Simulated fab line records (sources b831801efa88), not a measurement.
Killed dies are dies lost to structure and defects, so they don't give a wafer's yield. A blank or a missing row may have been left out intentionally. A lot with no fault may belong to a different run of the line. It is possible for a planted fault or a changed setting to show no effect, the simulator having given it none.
fab line records | flow sky130
record lots=4 | wafers=12 | last-day=50
route steps=708 shown LDD_LDN@292 SPACER@304 POLY_CUT@307 SD_P@320 RES_XHIGH@332 SALICIDE@361 PAD_OPEN@708
lots untouched by any fault: they come from a run of this same line in which no faults occurred
start-h: hours from the record's opening day to when the first of the lot's shown wafers began | wait-h: hours from the lot's prior step to this one | " identical to the entry in the row above | L1.1+2: several wafers, shown together as one row | - value missing, or start not given | * or withheld: withheld | < > ~ a bound
route shown NAME@n: NAME is a module with steps in the file, n the number in the route of the first one | usual: average and standard deviation across the fault-free wafers | same: alike in all rows | chamber/n: place in a boat | sites: per-site readings | _std_site: the standard deviation of these | _edge_site: the outer-site mean with the inner-site mean subtracted | radius-mm: how far each site lies from the wafer's centre | mask NAME#n: copy n | behind: the tool/chamber that last shaped the wafer | hold: reason for holding the lot/hours on hold/outcome of the hold | device: whichever transistor did not switch (one of n, p or np) | end of line: the tests these same wafers got at the end of their route | for a step that has no rows: nothing shown but its recipe | killed: at the first sort, the dies lost to defects and structure; wafer yield is something else | map: the dies of a wafer, with x for killed, . for not killed, _ for no die there
set.NAME: the setting the step ran with; set.NAME@STEP: the setting that earlier step ran with | model.NAME: the simulator's own value behind a step, which no gauge read
lots at some steps of the route; a table a step, a row a wafer
services: the hour from which a tool's chamber was out of use, counted from the record's first day as start-h (under 0 if before that day), plus the number of hours and why
## steps
# step SKY_LDD_LDN_SOFTBAKE_03
# recipe temp-c=90 | time-s=60 | resist=NOVOLAK
# step SKY_LDD_LDN_EXPOSE_04
# recipe mask-id=LDNTM | na=0.6 | source-shape=conventional | sigma-outer=0.6 | polarization=unpolarized | target-cd-nm=700 | dose-mj=140
# step SKY_LDD_LDN_PEB_05
# recipe temp-c=withheld | time-s=* | resist=NOVOLAK
# step SKY_LDD_LDN_DEVELOP_06
# recipe resist=NOVOLAK | developer=TMAH | develop-time-s=60 | dev-temp-c=23
# step SKY_LDD_LDN_IMPLANT_08
# recipe species=As | energy-kev=15 | dose-cm2=1.25e+13 | tilt-deg=withheld | rotation-deg=23
# step SKY_LDD_LDN_IMPLANT_09
# recipe species=As | energy-kev=15 | dose-cm2=1.25e+13 | tilt-deg=withheld | rotation-deg=113
# step SKY_LDD_LDN_IMPLANT_10
# recipe species=As | energy-kev=15 | dose-cm2=1.226e+13 | tilt-deg=withheld | rotation-deg=203
# step SKY_LDD_LDN_IMPLANT_11
# recipe species=As | energy-kev=15 | dose-cm2=1.25e+13 | tilt-deg=withheld | rotation-deg=293
# step SKY_LDD_LDN_STRIP_12
# recipe chemistry=O2/N2 | power-w=1400 | pressure-mtorr=1500 | platen-temp-c=withheld | o2-flow-sccm=3000 | n2-flow-sccm=300 | overash-fraction=0.5
# step SKY_LDD_LDN_CLEAN_14
# recipe chemistry=SC1/SC2 | mix=1:4:20 | temp-c=70 | time-s=150 | dry=n2-spin
# step SKY_SPACER_CVD_00
# recipe material=Si3N4 | precursor=DCS/NH3 | target-thk-nm=43.1 | temp-c=770 | time-s=740 | pressure-mtorr=250
# usual spike-tc-centre-C=769.9/1.1 | spike-tc-lower-C=769.8/1 | spike-tc-top-C=785.0/2.6 | spike-tc-upper-C=768.9/1
lot.wafer | tool     | chamber | start-h | wait-h | spike-tc-centre-C | spike-tc-lower-C | spike-tc-top-C | spike-tc-upper-C | model.Si3N4_of_SPACER_CVD_00.thk-nm
L943.3    | lpcvd-02 | 0       | 601.11  | 1.4    | 769.5             | 768.3            | 783.5          | 767.3            | 42.87
L943.4    | "        | 0       | "       | "      | 771.5             | 770.5            | 783.4          | 769.2            | 42.68
L943.6    | "        | 0       | "       | "      | 769.7             | 769.7            | 781.4          | 768.1            | 42.45
L947.1    | lpcvd-02 | 0       | 643.49  | 12.5   | 762.2             | 759.5            | 774.8          | 760.3            | 37.22
L947.3    | "        | 0       | "       | "      | 760.6             | 759.8            | 775.7          | 760.6            | 37.48
L947.5    | "        | 0       | "       | "      | 761.9             | 762.6            | 776.6          | 762.3            | 37.56
L949.4    | lpcvd-02 | 1       | 663.40  | 0.0    | 762.0             | 763.0            | 780.5          | 762.0            | 37.61
L949.5    | "        | 1       | "       | "      | 763.7             | 761.8            | 780.1          | 760.4            | 37.35
L949.6    | "        | 1       | "       | "      | 761.0             | 762.1            | 779.7          | 761.4            | 37.22
L958.3    | lpcvd-02 | 1       | 724.75  | 0.0    | 769.2             | 770.8            | 787.8          | 770.0            | 42.96
L958.4    | "        | 1       | "       | "      | 770.0             | 769.9            | 787.3          | 770.2            | 42.12
L958.5    | "        | 1       | "       | "      | 771.2             | 768.4            | 786.6          | 768.6            | 42.75
# step SKY_SPACER_THK_MEAS_01
# recipe reads=Si3N4_of_SPACER_CVD_00
# usual SPACER_CVD_00_THK=43.5/0.49
lot.wafer | tool          | chamber | start-h | wait-h | SPACER_CVD_00_THK[nm]
L943.3    | film-metro-03 | -       | 602.94  | 0.0    | 42.9
L943.4    | "             | -       | "       | "      | 42.7
L943.6    | "             | -       | "       | "      | 42.4
L947.1    | film-metro-02 | -       | 644.70  | 0.0    | 37.2
L947.3    | "             | -       | "       | "      | 37.5
L947.5    | "             | -       | "       | "      | 37.5
L949.4    | film-metro-02 | -       | 664.63  | 0.0    | 37.6
L949.5    | "             | -       | "       | "      | 37.3
L949.6    | "             | -       | "       | "      | 37.2
L958.3    | film-metro-04 | -       | 726.57  | 0.0    | 42.9
L958.4    | "             | -       | "       | "      | 42.1
L958.5    | "             | -       | "       | "      | 42.7
# step SKY_SPACER_ETCHBACK_02
# recipe chemistry=CH3F/O2 | target=Si3N4 | stop-on=SiO2 | source-w=400 | bias-w=80 | pressure-mtorr=25 | ch3f-flow-sccm=40 | O2_flow_sccm=30 | time-s=46.7 | target-depth-a=450
# usual bias-w=79.97/0.24 | drypump-motor-current-A=5.3/0.39 | oes-product-au=0.859/0.0073 | throttle-valve-pct=10.563/0.0089
lot.wafer | tool        | chamber | start-h | wait-h | bias-w | drypump-motor-current-A | oes-product-au | rf-hours-counter-h | throttle-valve-pct | model.etch.depth-nm
L943.3    | rie-diel-03 | 3       | 602.98  | 0.0    | 79.86  | 5.8                     | 0.858          | 63                 | 10.565             | 42.87
L943.4    | "           | 2       | "       | "      | 79.85  | 5.3                     | 0.851          | 9                  | 10.570             | 42.68
L943.6    | "           | 0       | "       | "      | 79.82  | 5.5                     | 0.853          | -                  | 10.556             | 42.45
L947.1    | rie-diel-03 | 3       | 644.76  | 0.1    | 79.48  | 5.9                     | 0.790          | 63                 | 10.547             | 37.22
L947.3    | "           | 0       | "       | "      | 79.91  | 5.5                     | 0.802          | 31                 | 10.542             | 37.48
L947.5    | "           | 2       | "       | "      | 80.17  | 5.3                     | 0.785          | -                  | 10.548             | 37.56
L949.4    | rie-diel-03 | 0       | 664.68  | 0.0    | 79.87  | 5.5                     | 0.796          | -                  | 10.556             | 37.61
L949.5    | "           | 1       | "       | "      | 80.46  | 4.7                     | 0.790          | -                  | 10.551             | 37.35
L949.6    | "           | 2       | "       | "      | 79.74  | 5.3                     | 0.794          | -                  | 10.554             | 37.22
L958.3    | rie-diel-02 | 1       | 726.61  | 0.0    | 80.22  | 5.3                     | 0.854          | 12                 | 10.551             | 42.96
L958.4    | "           | 3       | "       | "      | 79.73  | 5.3                     | 0.843          | 14                 | 10.567             | 42.12
L958.5    | "           | 0       | "       | "      | 80.27  | 5.0                     | 0.849          | -                  | 10.564             | 42.75
# step SKY_POLY_CUT_DEHYDRATE_00
# recipe temp-c=200 | time-s=60
# step SKY_POLY_CUT_HMDS_01
# recipe prime-time-s=60 | prime-temp-c=120
# step SKY_POLY_CUT_COAT_02
# recipe resist=BARC | temp-c=withheld | time-s=withheld | spin-rpm=3000 | resist-thk-nm=60
# step SKY_POLY_CUT_COAT_03
# recipe resist=KrF-thick | spin-rpm=3000 | resist-thk-nm=450
# step SKY_POLY_CUT_SOFTBAKE_04
# recipe temp-c=100 | time-s=90 | resist=KrF-thick
# step SKY_POLY_CUT_EXPOSE_05
# recipe mask-id=NPCM | na=0.8 | source-shape=annular | sigma-inner=0.55 | sigma-outer=0.85 | target-cd-nm=270 | dose-mj=32
# step SKY_POLY_CUT_PEB_06
# recipe peb-temp-c=withheld | peb-time-s=withheld | resist=KrF-thick
# step SKY_POLY_CUT_DEVELOP_07
# recipe develop-time-s=60 | resist=KrF-thick | dev-temp-c=21
# step SKY_POLY_CUT_ETCH_10
# recipe chemistry=N2/H2 | target=BARC | ion-energy-ev=200 | source-w=500 | bias-w=100 | pressure-mtorr=30 | n2-flow-sccm=100 | h2-flow-sccm=200 | stop-on=SiO2 | time-s=45.9 | target-depth-a=600
# step SKY_POLY_CUT_ETCH_11
# recipe target=Si3N4 | chemistry=CF4/CH2F2/Ar | stop-on=poly-Si | source-w=600 | bias-w=150 | pressure-mtorr=40 | cf4-flow-sccm=40 | ch2f2-flow-sccm=20 | Ar_flow_sccm=150 | time-s=41.59 | target-depth-a=600
# step SKY_POLY_CUT_STRIP_12
# recipe chemistry=O2/N2 | power-w=1400 | pressure-mtorr=1500 | platen-temp-c=withheld | o2-flow-sccm=3000 | n2-flow-sccm=300 | overash-fraction=0.5
# step SKY_SD_P_DEHYDRATE_00
# recipe temp-c=200 | time-s=60
# step SKY_SD_P_HMDS_01
# recipe prime-time-s=60 | prime-temp-c=120
# step SKY_SD_P_COAT_02
# recipe resist=NOVOLAK | spin-rpm=3000 | resist-thk-nm=1140
# step SKY_SD_P_SOFTBAKE_03
# recipe temp-c=90 | time-s=60 | resist=NOVOLAK
# step SKY_SD_P_EXPOSE_04
# recipe mask-id=PSDM | na=0.6 | source-shape=conventional | sigma-outer=0.6 | polarization=unpolarized | target-cd-nm=380 | dose-mj=138
# step SKY_SD_P_PEB_05
# recipe temp-c=withheld | time-s=* | resist=NOVOLAK
# step SKY_SD_P_DEVELOP_06
# recipe resist=NOVOLAK | developer=TMAH | develop-time-s=60 | dev-temp-c=23
# step SKY_SD_P_IMPLANT_09
# recipe species=BF2 | energy-kev=19.72 | dose-cm2=3e+15 | tilt-deg=0
# step SKY_SD_P_STRIP_10
# recipe chemistry=O2/N2 | power-w=1400 | pressure-mtorr=1500 | platen-temp-c=withheld | o2-flow-sccm=3000 | n2-flow-sccm=300 | overash-fraction=0.5
# step SKY_RES_XHIGH_DEHYDRATE_00
# recipe temp-c=200 | time-s=60
# step SKY_RES_XHIGH_HMDS_01
# recipe prime-time-s=60 | prime-temp-c=120
# step SKY_SALICIDE_CLEAN_00
# recipe chemistry=HF-last | time-s=30 | dilution=100:1 | dry=ipa-marangoni
lot.wafer | tool         | chamber | start-h | wait-h | model.Si3N4_of_SPACER_CVD_00.thk-nm
L943.3    | wet-bench-01 | 1       | 718.37  | 0.1    | 41.9
L943.4    | "            | 1       | "       | "      | 41.71
L943.6    | "            | 1       | "       | "      | 41.48
L947.1    | wet-bench-01 | 0       | 758.61  | 0.1    | 36.25
L947.3    | "            | 0       | "       | "      | 36.51
L947.5    | "            | 0       | "       | "      | 36.58
L949.4    | wet-bench-04 | 2       | 777.26  | 0.0    | 36.63
L949.5    | "            | 2       | "       | "      | 36.38
L949.6    | "            | 2       | "       | "      | 36.24
L958.3    | wet-bench-02 | 3       | 836.56  | 0.1    | 41.97
L958.4    | "            | 3       | "       | "      | 41.14
L958.5    | "            | 3       | "       | "      | 41.77
# step SKY_PAD_OPEN_PROBE_99
# usual killed_at_M0_to_M3=45/7.5 | killed_at_M4_up=2.8/1.9 | killed-at-contacts=25/5.5 | killed-at-front-end=14/4 | killed-at-other=0.3/0.75 | killed-dies=87/9.4 | killed-open=47/6.6 | killed-short=39/6.6
# same gross-dies=492 | killed-at-back-side=0
lot.wafer | tool      | chamber | start-h | wait-h | killed_at_M0_to_M3 | killed_at_M4_up | killed-at-contacts | killed-at-front-end | killed-at-other | killed-dies | killed-open | killed-short | model.etest.pfet_01v8.r-on-ohm-um | model.etest.sonos-uncharged.r-on-ohm-um | model.etest.pfet_01v8.drive-ua-um | model.etest.sram-pfet-latch.drive-ua-um | model.etest.pfet_01v8_hvt.drive-ua-um | model.etest.pfet_01v8_mvt.drive-ua-um | model.etest.pfet_01v8_lvt.drive-ua-um | model.etest.res-pdiff.rs-ohm-sq
L943.3    | prober-02 | -       | 1133.53 | 0.2    | 44                 | 6               | 25                 | 15                  | 0               | 90          | 47          | 43           | 3019                              | 810.4                                   | 182.7                             | 133.8                                   | 136.6                                 | 144.2                                 | 169.4                                 | 200.1
L943.4    | prober-02 | -       | 1133.58 | 0.2    | 47                 | 3               | 23                 | 19                  | 1               | 93          | 48          | 45           | 3026                              | 819.1                                   | 183.9                             | 132.8                                   | 136.3                                 | 145.7                                 | 169.9                                 | 198.6
L943.6    | prober-02 | -       | 1133.68 | 0.2    | 43                 | 1               | 23                 | 15                  | 0               | 82          | 48          | 34           | 3058                              | 832.8                                   | 179.3                             | 131.2                                   | 134.1                                 | 142.3                                 | 168.1                                 | 198.9
L947.1    | prober-02 | -       | 1160.32 | 0.1    | 60                 | 3               | 23                 | 12                  | 1               | 99          | 62          | 37           | 2734                              | 788.7                                   | 204.6                             | 152.4                                   | 155.9                                 | 157.7                                 | 182                                   | 193.4
L947.3    | prober-02 | -       | 1160.42 | 0.2    | 39                 | 3               | 26                 | 13                  | 1               | 82          | 45          | 37           | 2646                              | 766.8                                   | 217.3                             | 158.8                                   | 161.8                                 | 160.7                                 | 184.1                                 | 193.9
L947.5    | prober-02 | -       | 1160.52 | 0.2    | 69                 | 1               | 15                 | 11                  | 0               | 96          | 58          | 38           | 2615                              | 765.8                                   | 215.3                             | 168.6                                   | 161.9                                 | 162.4                                 | 185.6                                 | 194.7
L949.4    | prober-01 | -       | 1171.38 | 0.2    | 51                 | 1               | 23                 | 10                  | 2               | 87          | 54          | 33           | 2727                              | 786.4                                   | 206.8                             | 154.4                                   | 155.4                                 | 159.6                                 | 178.9                                 | 194.7
L949.5    | prober-01 | -       | 1171.43 | 0.2    | 48                 | 2               | 24                 | 13                  | 0               | 87          | 40          | 47           | 2599                              | 755.2                                   | 217                               | 160.4                                   | 163.4                                 | 164.4                                 | 182.8                                 | 195.4
L949.6    | prober-01 | -       | 1171.48 | 0.2    | 49                 | 1               | 36                 | 13                  | 0               | 99          | 49          | 50           | 2757                              | 778.8                                   | 202.4                             | 147.1                                   | 151.8                                 | 156.7                                 | 178.1                                 | 195.8
L958.3    | prober-02 | -       | 1207.61 | 0.2    | 31                 | 1               | 32                 | 10                  | 0               | 74          | 40          | 34           | 2894                              | 812.3                                   | 190.8                             | 144.1                                   | 142.2                                 | 150.7                                 | 171.2                                 | 199.2
L958.4    | prober-02 | -       | 1207.66 | 0.2    | 44                 | 4               | 27                 | 20                  | 1               | 96          | 47          | 49           | 2841                              | 815.6                                   | 197.5                             | 148                                     | 148.5                                 | 154                                   | 177.6                                 | 197.6
L958.5    | prober-02 | -       | 1207.71 | 0.2    | 46                 | 3               | 22                 | 20                  | 1               | 92          | 49          | 43           | 2847                              | 803.2                                   | 196                               | 141.9                                   | 145.6                                 | 154.4                                 | 174.9                                 | 197.1
# killed by level:class
L943.3 VIA1:geometric-particle:open=13 CONTACT:geometric-particle:open=10 VIA3:geometric-particle:open=9 CONTACT:geometric-particle:short=6 LOCAL_INTERCONNECT:geometric-particle:short=5 METAL2:geometric-particle:short=5 METAL1:geometric-particle:short=4 VIA1:geometric-particle:short=4
L943.4 VIA1:geometric-particle:open=10 LI_CONTACT:geometric-particle:open=9 METAL1:geometric-particle:short=9 POLY_GATE:geometric-particle:short=7 CONTACT:geometric-particle:open=6 VIA3:geometric-particle:open=6 METAL2:geometric-particle:short=6 VIA2:geometric-particle:open=5
L943.6 VIA1:geometric-particle:open=10 CONTACT:geometric-particle:open=8 LI_CONTACT:geometric-particle:open=7 VIA2:geometric-particle:open=7 METAL2:geometric-particle:short=7 VIA1:geometric-particle:short=6 POLY_GATE:geometric-particle:open=5 FIELD_ISO:geometric-particle:open=4
L947.1 VIA1:geometric-particle:open=16 VIA3:geometric-particle:open=13 VIA2:geometric-particle:open=8 LI_CONTACT:geometric-particle:open=7 CONTACT:geometric-particle:open=6 POLY_GATE:geometric-particle:short=5 VIA2:geometric-particle:short=5 LOCAL_INTERCONNECT:geometric-particle:short=4
L947.3 VIA2:geometric-particle:open=9 CONTACT:geometric-particle:open=9 LI_CONTACT:geometric-particle:open=6 METAL1:geometric-particle:short=6 CONTACT:geometric-particle:short=5 VIA3:geometric-particle:open=5 METAL2:geometric-particle:short=5 VIA1:geometric-particle:open=4
L947.5 VIA1:geometric-particle:open=19 VIA2:geometric-particle:open=12 VIA3:geometric-particle:open=8 METAL2:geometric-particle:short=8 LI_CONTACT:geometric-particle:open=6 LOCAL_INTERCONNECT:geometric-particle:short=5 VIA2:geometric-particle:short=5 POLY_GATE:geometric-particle:short=4
L949.4 CONTACT:geometric-particle:open=11 VIA3:geometric-particle:open=11 VIA1:geometric-particle:open=10 VIA2:geometric-particle:open=8 LI_CONTACT:geometric-particle:open=6 VIA3:geometric-particle:short=5 METAL3:geometric-particle:short=5 METAL2:geometric-particle:short=4
L949.5 VIA1:geometric-particle:open=11 METAL1:geometric-particle:short=9 METAL2:geometric-particle:short=8 FIELD_ISO:geometric-particle:short=7 VIA2:geometric-particle:open=7 LI_CONTACT:geometric-particle:short=6 LI_CONTACT:geometric-particle:open=5 CONTACT:geometric-particle:short=5
L949.6 CONTACT:geometric-particle:open=13 VIA2:geometric-particle:open=12 METAL1:geometric-particle:short=7 VIA1:geometric-particle:open=7 LI_CONTACT:geometric-particle:open=6 LOCAL_INTERCONNECT:geometric-particle:short=6 CONTACT:geometric-particle:short=6 FIELD_ISO:geometric-particle:short=5
L958.3 CONTACT:geometric-particle:open=11 LI_CONTACT:geometric-particle:open=10 LOCAL_INTERCONNECT:geometric-particle:short=6 VIA1:geometric-particle:open=6 VIA1:geometric-particle:short=5 METAL1:geometric-particle:short=4 VIA2:geometric-particle:open=4 VIA3:geometric-particle:open=4
L958.4 CONTACT:geometric-particle:open=10 VIA1:geometric-particle:open=9 VIA3:geometric-particle:open=9 CONTACT:geometric-particle:short=7 FIELD_ISO:geometric-particle:short=6 POLY_GATE:geometric-particle:open=6 METAL1:geometric-particle:short=6 VIA1:geometric-particle:short=5
L958.5 VIA1:geometric-particle:open=18 LOCAL_INTERCONNECT:geometric-particle:short=7 METAL1:geometric-particle:short=6 POLY_GATE:geometric-particle:open=5 CONTACT:geometric-particle:open=5 FIELD_ISO:geometric-particle:short=4 FIELD_ISO:geometric-particle:open=4 LI_CONTACT:geometric-particle:short=4
## services
tool         | chamber | start-h | hours | kind
rie-diel-03  | 1       | 595.12  | 3.1   | repair
rie-diel-02  | -       | 598.72  | 0.2   | repair
wet-bench-01 | -       | 613.22  | 1.6   | repair
rie-diel-02  | 0       | 623.00  | 7.2   | repair
lpcvd-02     | -       | 624.93  | 17.2  | pm
wet-bench-02 | -       | 642.49  | 2.3   | repair
rie-diel-03  | 3       | 653.85  | -     | clean
rie-diel-03  | 3       | 653.85  | 15.5  | scheduled-down
rie-diel-03  | 3       | 653.85  | 15.5  | vent-cycle
rie-diel-03  | 2       | 703.24  | 2.7   | repair
lpcvd-02     | -       | 736.16  | 1.3   | repair
lpcvd-02     | -       | 790.48  | 0.8   | pm
rie-diel-02  | 1       | 797.92  | 6.8   | repair
rie-diel-03  | 0       | 816.52  | -     | clean
rie-diel-03  | 0       | 816.52  | 20.5  | scheduled-down
rie-diel-03  | 0       | 816.52  | 20.5  | vent-cycle
## key
first-sign step=SKY_SPACER_CVD_00 | reading=spike-tc-lower-C | direction=down | sigmas=8 | usual=769.8 | struck=761.5
effect step=SKY_SPACER_CVD_00 | reading=spike-tc-upper-C | direction=down | sigmas=7.6 | usual=768.9 | struck=761.2
effect step=SKY_SPACER_THK_MEAS_01 | reading=SPACER_CVD_00_THK | direction=down | sigmas=12 | usual=43.5 | struck=37.4
effect step=SKY_SPACER_ETCHBACK_02 | reading=oes-product-au | direction=down | sigmas=9.2 | usual=0.859 | struck=0.793
model-effect step=SKY_SPACER_CVD_00 | value=Si3N4_of_SPACER_CVD_00.thk-nm | without=43.4 | struck=37.41
model-effect step=SKY_SPACER_ETCHBACK_02 | value=etch.depth-nm | without=43.4 | struck=37.41
model-effect step=SKY_SALICIDE_CLEAN_00 | value=Si3N4_of_SPACER_CVD_00.thk-nm | without=42.42 | struck=36.43
model-effect step=SKY_PAD_OPEN_PROBE_99 | value=etest.pfet_01v8.r-on-ohm-um | without=2869 | struck=2680
met-at SKY_SPACER_CVD_00
struck-wafers L947.1,L947.3,L947.5,L949.4,L949.5,L949.6
tester-left-out L947,L949
onset-between 601.11 643.49
fault kind=process-parameter-drift | tool=lpcvd-02 | chamber=- | onset-h=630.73 | steps=SKY_SPACER_CVD_00 | channel=temp-c | offset=* | shape=step | end-h=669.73 | acts-in=* | stated=*
# tester-left-out: of these lots the tester's yield and bins aren't shown, on N5 and GAA mostly nor the transistor test; their killed dies are dies lost to structure and defects alone, not to doping, threshold or leakage, so they don't give the yield
